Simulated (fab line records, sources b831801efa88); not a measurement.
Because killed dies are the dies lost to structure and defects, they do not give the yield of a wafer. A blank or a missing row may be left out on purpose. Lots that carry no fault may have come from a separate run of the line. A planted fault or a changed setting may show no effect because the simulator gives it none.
A struck lot beside a sound one / flow sfqLine / 13 out of 325 route steps
Sound: wafers L935.1, L935.2, L935.5. Wafers L941.2, L941.3, L941.4 were the ones struck. Last of all comes the cause.
At each step with rows: each side's tool, then ch and its chambers, then its first start. Under that, the readings that differ: sound wafers / struck wafers / difference of the means / sigmas: that difference in standard deviations of wafers without a fault.
alike: readings whose means differ by less than 2 such deviations, and words and numbers that are the same on both sides. not compared: withheld readings, readings that some wafer has no value for, bounds like >300 that may hide the same value, and numbers for which the record gives no deviation and whose values overlap.
The two part at a step that has a row with sigmas, a row that says differs or no value, or rows on one side only. When numbers do not overlap yet have no deviation, they are printed without sigmas and do not part them. A reading missing from all wafers of one side parts the sides only when that side holds two or more wafers.

first, 6 steps without rows for these wafers: SFQ_TRILAYER_M1_LITHO_COAT_044 (resist thk 62 nm); SFQ_TRILAYER_M1_LITHO_COAT_039 (resist thk 600 nm); SFQ_TRILAYER_M1_LITHO_SOFTBAKE_043; SFQ_TRILAYER_M1_LITHO_EXPOSE_040 (exposes mask M1, target cd 500 nm); SFQ_TRILAYER_M1_LITHO_PEB_042 (peb time 60 s); SFQ_TRILAYER_M1_LITHO_DEVELOP_041 (time 60 s).
SFQ_M1_OVL_MEAS_911:
  sound on overlay-01 at day 24 15:51; struck on overlay-02 at day 27 02:48
reading=M1_OVL (nm); sound=-13 -12 -11; struck=-2 6 0; difference=+13; sigmas=+2
SFQ_TRILAYER_M1_BARC_OPEN_METAL_ETCH_054: etches BARC in O2, target depth 125 nm, time 41.7 s.
  sound on rieMetal-01 ch 0,1, day 24 15:53; struck on rieMetal-01 ch 0,1, day 27 02:50
  alike: drypumpMotorCurrentA, oesProductAu
  not compared: rfHoursCounterH
SFQ_TRILAYER_M1_ETCH_METAL_ETCH_042: etches Nb in Cl2/Ar, stops on SiO2, target depth 240 nm, time 120 s.
  sound on rieMetal-01 ch 0,1, day 24 15:57; struck on rieMetal-01 ch 0,1, day 27 02:53
  alike: drypumpMotorCurrentA, oesProductAu
  not compared: rfHoursCounterH
SFQ_TRILAYER_M1_STRIP_STRIP_043: strips in O2.
  sound on rieMetal-01 ch 0,1, day 24 16:04; struck on rieMetal-01 ch 0,1, day 27 03:01
  alike: drypumpMotorCurrentA, oesProductAu
  not compared: rfHoursCounterH
then, 1 step without rows for these wafers: SFQ_TRILAYER_M1_STRIP_SOLV_CLEAN_044 (cleans in NMP, time 600 s).
SFQ_TRILAYER_I1_DEP_PECVD_045: deposits SiO2 from SiH4/N2O, time 111.11 s, target thk 500 nm.
  sound on pecvd-02 ch 0,2, day 24 16:51; struck on pecvd-04 ch 0,1, day 27 03:58
reading=rfFwdPowerW (W); sound=182.8 181.7 181.6; struck=152.7 152.3 152.8; difference=-29.4; sigmas=-47
reading=model.SiO2_of_TRILAYER_I1_DEP_PECVD_045.thkNm (nm); sound=503.9 498.4 503.4; struck=478.2 478.4 478.2; difference=-23.6; sigmas=
  alike: heaterPowerW, throttleValvePct
SFQ_TRILAYER_I1_CMP_CMP_046: polishes SiO2.
  sound on cmp-02 ch 0,2,3, day 25 11:00; struck on cmp-02 ch 1,2,3, day 27 19:00
reading=timeToEndpointS (s); sound=212 205 208; struck=195 196 191; difference=-14; sigmas=-2
  alike: edgeZonePressureFrac, motorCurrentA, slurryFilterDpKPa

## WHERE THEY PART
At SFQ_M1_OVL_MEAS_911 first; at SFQ_TRILAYER_I1_CMP_CMP_046 last (within this record only).

WHY: what had been put in by the simulator
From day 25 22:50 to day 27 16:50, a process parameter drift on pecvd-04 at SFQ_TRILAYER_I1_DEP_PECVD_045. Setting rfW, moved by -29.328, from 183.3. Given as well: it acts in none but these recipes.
